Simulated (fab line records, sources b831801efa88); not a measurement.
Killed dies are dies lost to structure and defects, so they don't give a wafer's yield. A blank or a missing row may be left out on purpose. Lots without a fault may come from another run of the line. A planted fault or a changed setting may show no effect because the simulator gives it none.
Which tool did it? | flow sky130 | 13 lots, 39 wafers sampled, at 2 steps of a route of 708

WHAT THE GAUGES READ, wafer by wafer
SKY_VT_ADJUST_NCORE_CD_MEAS_07: target cd 380 nm. Usual: cd_nm 380.3 nm, standard deviation 2.2.
lot  | measured     | on        | cd_nm (nm)        | flag
L645 | day 8 09:48  | cd_sem-01 | 380.8 382.5 380.6 |
L646 | day 8 20:17  | cd_sem-02 | 378.5 378.7 377.0 |
L647 | day 9 00:10  | cd_sem-01 | 381.3 383.7 382.9 |
L648 | day 9 08:35  | cd_sem-02 | 376.8 377.2 379.0 |
L651 | day 10 08:34 | cd_sem-02 | 384.4 383.0 382.4 |
L653 | day 10 21:13 | cd_sem-02 | 381.4 382.8 381.9 |
L658 | day 12 15:41 | cd_sem-02 | 379.8 382.0 379.9 |
L659 | day 12 20:14 | cd_sem-02 | 381.3 380.1 381.4 |
L660 | day 13 06:26 | cd_sem-01 | 380.2 380.3 380.0 |
L663 | day 14 00:50 | cd_sem-02 | 381.6 377.2 381.1 |
L665 | day 14 22:54 | cd_sem-01 | 379.0 380.1 380.0 |
L666 | day 15 01:14 | cd_sem-01 | 380.1 378.8 380.9 |
L668 | day 15 06:50 | cd_sem-01 | 381.8 380.9 380.8 |

SKY_VT_ADJUST_PCH_TW_MEAS_10. Usual: VT_ADJUST_PCH_TW 143.6, standard deviation 1.1.
lot  | measured     | on            | VT_ADJUST_PCH_TW  | flag
L645 | day 10 07:02 | film_metro-03 | 143.3 144.3 143.6 |
L646 | day 10 17:58 | film_metro-02 | 144.4 144.2 144.6 |
L647 | day 10 21:55 | film_metro-01 | 143.5 142.7 142.5 |
L648 | day 11 07:41 | film_metro-02 | 144.1 144.6 143.8 |
L651 | day 12 09:18 | film_metro-03 | 142.7 142.6 141.7 |
L653 | day 12 22:42 | film_metro-03 | 142.5 142.1 142.2 |
L658 | day 14 19:10 | film_metro-02 | 143.9 144.9 144.1 |
L659 | day 15 00:15 | film_metro-02 | 144.1 143.0 143.5 |
L660 | day 15 11:02 | film_metro-01 | 144.8 144.8 145.5 |
L663 | day 16 07:09 | film_metro-03 | 142.8 142.7 141.8 |
L665 | day 17 06:24 | film_metro-02 | 143.5 144.3 144.4 |
L666 | day 17 10:02 | film_metro-01 | 145.0 145.2 145.7 |
L668 | day 17 16:11 | film_metro-01 | 144.8 145.7 145.1 |

WHICH TOOL RAN EACH LOT (tool, then ch and the chambers of the sampled wafers, then the start)
The record holds no process step before these readings.

WHAT THE TOOLS THEMSELVES READ (means of the sampled wafers that have a number; where no wafer has one, the mark that the record gives instead)
The record holds no such reading with a usual standard deviation.

THE ANSWER, worked out from the rows above alone
Rule: a lot is off if the mean of its wafers that have a number lies more than 3 standard deviations from the usual mean. A lot without any number at a reading at which 4 lots or more have one is off too. The other lots that the step has rows for count as sound. The gauges are gone through in route order, then the tools' own readings, and for those a lot's mean is taken as printed above. The first step at which some lot is off is used, and at that step the reading that is off furthest; a lot without a number counts as furthest.
No lot is off at any reading shown: from this, nothing can be told.

WHAT THE SIMULATOR HAD PUT IN
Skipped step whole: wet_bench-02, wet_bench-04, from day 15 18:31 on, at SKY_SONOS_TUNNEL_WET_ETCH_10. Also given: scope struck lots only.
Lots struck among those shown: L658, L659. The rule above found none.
